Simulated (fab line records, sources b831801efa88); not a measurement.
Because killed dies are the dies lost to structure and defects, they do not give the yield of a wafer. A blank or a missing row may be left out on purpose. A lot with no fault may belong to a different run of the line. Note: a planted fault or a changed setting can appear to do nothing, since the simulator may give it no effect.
Comparing a struck lot with a sound one | flow gf180mcu | 29 out of 602 route steps
Sound: wafers L994.1, L994.3, L994.5. Struck: wafers L109.2, L109.4, L109.6. The cause is given at the end.
Each step with rows lists, per side, the tool, then ch with its chambers, then its first start. Under that, the readings that differ: sound wafers | struck wafers | difference of the means | sigmas: that difference in standard deviations of wafers without a fault.
alike: words and numbers the same on both sides, and readings whose means are apart by under 2 such deviations; not compared: readings that were withheld, readings missing a value for some wafer, numbers with overlapping values and no deviation given by the record, and bounds like >300 which may hide the same value.
Wherever a step has rows on one side only, a row that says differs or no value, or a row with sigmas, the two part there. When numbers do not overlap yet have no deviation, they are printed without sigmas and do not part them. A reading that every wafer of one side lacks parts them only if that side has two wafers or more.

GF_SAB_STRIP_13: strips in O2/N2.
  sound on plasma_asher-04 ch 0,1, day 16 11:05; struck on plasma_asher-01 ch 0,1, day 22 12:09
  alike: drypump_motor_current_A, heater_power_w, oes_product_au, strip_time_to_endpoint_s
  not compared: rf_hours_counter_h
then, 4 steps without rows for these wafers: GF_SALICIDE_CLEAN_00 (cleans in SC1/SC2, time 150 s); GF_SALICIDE_WET_ETCH_01 (etches SiO2 in dHF, target depth 5 nm, time 100 s); GF_SALICIDE_SPUTTER_02 (material Co, target thk 10 nm, time 20 s); GF_SALICIDE_SPUTTER_03 (material TiN, target thk 20 nm, time 16.7 s).
GF_SALICIDE_RS_MEAS_04: measurement is done with a four-point probe.
  sound on film_metro-03, day 16 11:20; struck on film_metro-04, day 22 12:25
  alike: SALICIDE_TIN_RS
GF_SALICIDE_THK_MEAS_05: measures by xrf.
  sound on film_metro-03, day 16 11:27; struck on film_metro-04, day 22 12:31
  reading               | sound          | struck         | difference | sigmas
  SALICIDE_TIN_THK (nm) | 19.5 19.5 19.4 | 20.2 20.3 20.4 | +0.8       | +2
then, 2 steps without rows for these wafers: GF_SALICIDE_RTA_06 (time 30 s); GF_SALICIDE_WET_ETCH_07 (etches the open film in SPM, target depth 120 nm).
GF_SALICIDE_RTA_08: time 30 s.
  sound on rtp_anneal-01 ch 0, day 16 11:42; struck on rtp_anneal-01 ch 0, day 22 12:52
  alike: lamp_power_pct, wafer_temp_C_max
then, 1 step without rows for these wafers: GF_CONTACT_CVD_00 (deposits SiO2, target thk 300 nm, time 50 s).
GF_CONTACT_THK_MEAS_01:
  sound on film_metro-02, day 16 11:51; struck on film_metro-02, day 22 13:01
  alike: CONTACT_CVD_00_THK
GF_CONTACT_CVD_02: deposits SiO2 from TEOS, target thk 860 nm, time 95.992 s.
  sound on pecvd-03 ch 0,1,2, day 16 11:55; struck on pecvd-03 ch 0,1,2, day 22 13:04
  no value came back on the struck wafers for heater_power_outer_w (W), heater_power_w (W); on the sound wafers heater_power_outer_w (W) reads 394 294 299
GF_CONTACT_CMP_04: polishes SiO2.
  sound on cmp-02 ch 0,2, day 16 12:02; struck on cmp-02 ch 1,3, day 22 13:14
  reading                | sound       | struck | difference                    | sigmas
  time_to_endpoint_s (s) | 106 111 124 | - - -  | no value on the struck wafers |
  alike: motor_current_A, platen_rpm
GF_CONTACT_BOW_MEAS_05:
  sound on film_metro-01, day 16 12:20; struck on film_metro-01, day 22 13:31
  reading          | sound    | struck   | difference | sigmas
  CONTACT_BOW (um) | 72 60 76 | 41 52 50 | -22        | -3
then, 8 steps without rows for these wafers: GF_CONTACT_DEHYDRATE_06 (time 60 s); GF_CONTACT_HMDS_07 (prime time 60 s); GF_CONTACT_COAT_08; GF_CONTACT_COAT_09 (resist thk 1000 nm); GF_CONTACT_SOFTBAKE_10 (time 60 s); GF_CONTACT_EXPOSE_11 (exposes mask Contact, target cd 220 nm); GF_CONTACT_PEB_12 (peb time 90 s); GF_CONTACT_DEVELOP_13 (develop time 60 s).
GF_CONTACT_CD_MEAS_14: target cd 220 nm.
  sound on cd_sem-02, day 17 10:57; struck on cd_sem-02, day 23 12:38
  alike: cd_nm
GF_CONTACT_OVL_MEAS_15:
  sound on overlay-02, day 17 11:04; struck on overlay-01, day 23 12:44
  alike: CONTACT_OVL
GF_CONTACT_ETCH_16: etches BARC in N2/H2.
  sound on rie_diel-01 ch 0,1,3, day 17 11:07; struck on rie_diel-03 ch 1,2,3, day 23 12:46
  alike: drypump_motor_current_A, oes_product_au, throttle_valve_pct
GF_CONTACT_ETCH_17: etches SiO2 in C4F8/O2/Ar, stops on CoSi2, target depth 860 nm.
  sound: rie_diel-01 ch 0,1,3; struck: rie_diel-03 ch 1,2,3
  reading                             | sound             | struck            | difference | sigmas
  oes_product_au (a.u.)               | 0.819 0.815 0.817 | 0.528 0.537 0.524 | -0.287     | -65
  model.etch.depth_nm (nm)            | 863.4 856.9 858.4 | 304.7 305.1 301.8 | -555.7     |
  model.CONTACT.feature_depth_nm (nm) | 863.4 856.9 858.4 | 304.7 305.1 301.8 | -555.7     |
GF_CONTACT_STRIP_18: strips in O2/N2.
  sound on plasma_asher-04 ch 0,1, day 17 11:16; struck on plasma_asher-04 ch 0,1, day 23 12:56
  alike: drypump_motor_current_A, heater_power_w, oes_product_au
  not compared: rf_hours_counter_h
-- the record jumps here: 11 days lie between the struck wafers' starts before and after (it left off in module CONTACT and takes up again in module PASSIVATION, whose first step shown is number 602 of the route) --
GF_PASSIVATION_PROBE_99:
  the record has rows for the struck wafers here (prober-01, day 34 13:39) and none for the sound ones

== WHERE THEY PART ==
First at GF_SALICIDE_THK_MEAS_05; last, within this record, at GF_PASSIVATION_PROBE_99.

WHY: what the simulator had put in
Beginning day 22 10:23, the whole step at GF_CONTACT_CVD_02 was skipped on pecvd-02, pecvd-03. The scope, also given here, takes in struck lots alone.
